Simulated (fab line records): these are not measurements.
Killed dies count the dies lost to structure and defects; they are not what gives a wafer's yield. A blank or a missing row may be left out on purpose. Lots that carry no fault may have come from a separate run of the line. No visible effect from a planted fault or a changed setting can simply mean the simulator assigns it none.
A lot that was struck, set against a sound lot + flow sky130 + 43 steps out of a route of 708
Sound: these wafers, L443.1, L443.2, L443.6. The struck wafers were L452.2, L452.4, L452.5. The cause is named last.
At each step with rows: each side's tool, then ch and its chambers, then its first start. Under that, the readings that differ: sound wafers + struck wafers + difference of the means + sigmas: that difference in standard deviations of wafers without a fault.
alike: a reading whose means differ by less than 2 such deviations, as well as words and numbers matching on both sides. not compared: withheld readings; readings where some wafer has no value; bounds like >300 that might hide an equal value; numbers whose values overlap and for which the record gives no deviation.
The two part at a step that has a row with sigmas, a row that says differs or no value, or rows on one side only. When numbers do not overlap yet have no deviation, they are printed without sigmas and do not part them. A reading that every wafer of one side lacks parts them only if that side has two wafers or more.

SKY_LDD_P_OVL_MEAS_08:
  struck on overlay-01, day 24 02:23; sound on overlay-02, day 20 12:32
  alike: LDD_P_OVL
after that, 1 step had no rows for these wafers: SKY_LDD_P_IMPLANT_09.
SKY_LDD_P_STRIP_10: strips in O2/N2.
  sound on plasma-asher-04 ch 0,1, day 20 12:43; struck on plasma-asher-01 ch 0,1, day 24 02:34
| reading               | sound             | struck            | difference | sigmas |
|-----------------------|-------------------|-------------------|------------|--------|
| oes-product-au (a.u.) | 0.714 0.728 0.722 | 0.714 0.711 0.702 | -0.012     | -3     |
  alike: drypump-motor-current-A, strip-time-to-endpoint-s
  not compared: rf-hours-counter-h
SKY_LDD_P_TW_MEAS_11:
  struck on film-metro-01, day 24 02:43; sound on film-metro-03, day 20 12:49
  alike: LDD_P_TW
then, 7 steps without rows for these wafers: SKY_LDD_HVN_DEHYDRATE_00 (time 60 s); SKY_LDD_HVN_HMDS_01 (prime time 60 s); SKY_LDD_HVN_COAT_02 (resist thk 300 nm); SKY_LDD_HVN_SOFTBAKE_03 (time 60 s); SKY_LDD_HVN_EXPOSE_04 (exposes mask HVNTM, target cd 700 nm); SKY_LDD_HVN_PEB_05; SKY_LDD_HVN_DEVELOP_06 (develop time 60 s).
SKY_LDD_HVN_OVL_MEAS_07:
  struck on overlay-01, day 25 07:40; sound on overlay-01, day 21 19:34
  alike: LDD_HVN_OVL
SKY_LDD_HVN_IMPLANT_08:
  sound on implanter-01 ch 0, day 21 19:37; struck on implanter-01 ch 0, day 25 07:43
SKY_LDD_HVN_STRIP_09: strips in O2/N2.
  sound on plasma-asher-03 ch 0,1, day 21 19:46; struck on plasma-asher-04 ch 0,1, day 25 07:50
  alike: drypump-motor-current-A, oes-product-au, strip-time-to-endpoint-s
  not compared: rf-hours-counter-h
SKY_LDD_HVN_TW_MEAS_10:
  struck on film-metro-02, day 25 07:57; sound on film-metro-02, day 21 19:52
  alike: LDD_HVN_TW
then, 7 steps without rows for these wafers: SKY_LDD_HVP_DEHYDRATE_00 (time 60 s); SKY_LDD_HVP_HMDS_01 (prime time 60 s); SKY_LDD_HVP_COAT_02 (resist thk 300 nm); SKY_LDD_HVP_SOFTBAKE_03 (time 60 s); SKY_LDD_HVP_EXPOSE_04 (exposes mask HVPTM, target cd 700 nm); SKY_LDD_HVP_PEB_05; SKY_LDD_HVP_DEVELOP_06 (develop time 60 s).
SKY_LDD_HVP_OVL_MEAS_07:
  struck on overlay-01, day 26 13:04; sound on overlay-02, day 23 02:40
  alike: LDD_HVP_OVL
after that, 1 step had no rows for these wafers: SKY_LDD_HVP_IMPLANT_08.
SKY_LDD_HVP_STRIP_09: strips in O2/N2.
  sound on plasma-asher-02 ch 0,1, day 23 02:51; struck on plasma-asher-01 ch 0,1, day 26 13:15
  alike: drypump-motor-current-A, oes-product-au, strip-time-to-endpoint-s
  not compared: rf-hours-counter-h
SKY_LDD_HVP_TW_MEAS_10:
  struck on film-metro-02, day 26 13:22; sound on film-metro-02, day 23 02:57
  alike: LDD_HVP_TW
then, 7 steps without rows for these wafers: SKY_LDD_LDN_DEHYDRATE_00 (time 60 s); SKY_LDD_LDN_HMDS_01 (prime time 60 s); SKY_LDD_LDN_COAT_02 (resist thk 1158 nm); SKY_LDD_LDN_SOFTBAKE_03 (time 60 s); SKY_LDD_LDN_EXPOSE_04 (exposes mask LDNTM, target cd 700 nm); SKY_LDD_LDN_PEB_05; SKY_LDD_LDN_DEVELOP_06 (develop time 60 s).
SKY_LDD_LDN_OVL_MEAS_07:
  struck on overlay-02, day 27 17:16; sound on overlay-01, day 24 07:10
  alike: LDD_LDN_OVL
then, 4 steps without rows for these wafers: SKY_LDD_LDN_IMPLANT_08; SKY_LDD_LDN_IMPLANT_09; SKY_LDD_LDN_IMPLANT_10; SKY_LDD_LDN_IMPLANT_11.
SKY_LDD_LDN_STRIP_12: strips in O2/N2.
  sound on plasma-asher-03 ch 0,1, day 24 07:48; struck on plasma-asher-02 ch 0,1, day 27 17:54
  alike: drypump-motor-current-A, oes-product-au, strip-time-to-endpoint-s
  not compared: rf-hours-counter-h
SKY_LDD_LDN_TW_MEAS_13:
  struck on film-metro-02, day 27 18:01; sound on film-metro-01, day 24 07:54
  alike: LDD_LDN_TW
then, 2 steps without rows for these wafers: SKY_LDD_LDN_CLEAN_14 (cleans in SC1/SC2, time 150 s); SKY_SPACER_CVD_00 (deposits Si3N4 from DCS/NH3, target thk 43.1 nm, time 740 s).
-- the record jumps here: 21 days lie between the struck wafers' starts before and after (it left off in module SPACER and takes up again in module PAD_OPEN, whose first step shown is number 708 of the route) --
SKY_PAD_OPEN_PROBE_99:
  struck on prober-02, day 49 01:23; sound on prober-02, day 46 14:59
| reading                              | sound            | struck          | difference | sigmas |
|--------------------------------------|------------------|-----------------|------------|--------|
| killed-at-other                      | 2 2 2            | 0 0 0           | -2         | -3     |
| killed-short                         | 49 38 52         | 37 25 38        | -13        | -2     |
| model.etest.tip_n_5v.rs-ohm-sq-range | 33.3 29.51 23.68 | 179.6 181.6 192 | +155.6     |        |
  alike: killed_at_M0_to_M3, killed_at_M4_up, killed-at-contacts, killed-at-front-end, killed-dies, killed-open

## WHERE THEY PART
First at SKY_LDD_P_STRIP_10; last, within this record, at SKY_PAD_OPEN_PROBE_99.

WHY: what the simulator had put in
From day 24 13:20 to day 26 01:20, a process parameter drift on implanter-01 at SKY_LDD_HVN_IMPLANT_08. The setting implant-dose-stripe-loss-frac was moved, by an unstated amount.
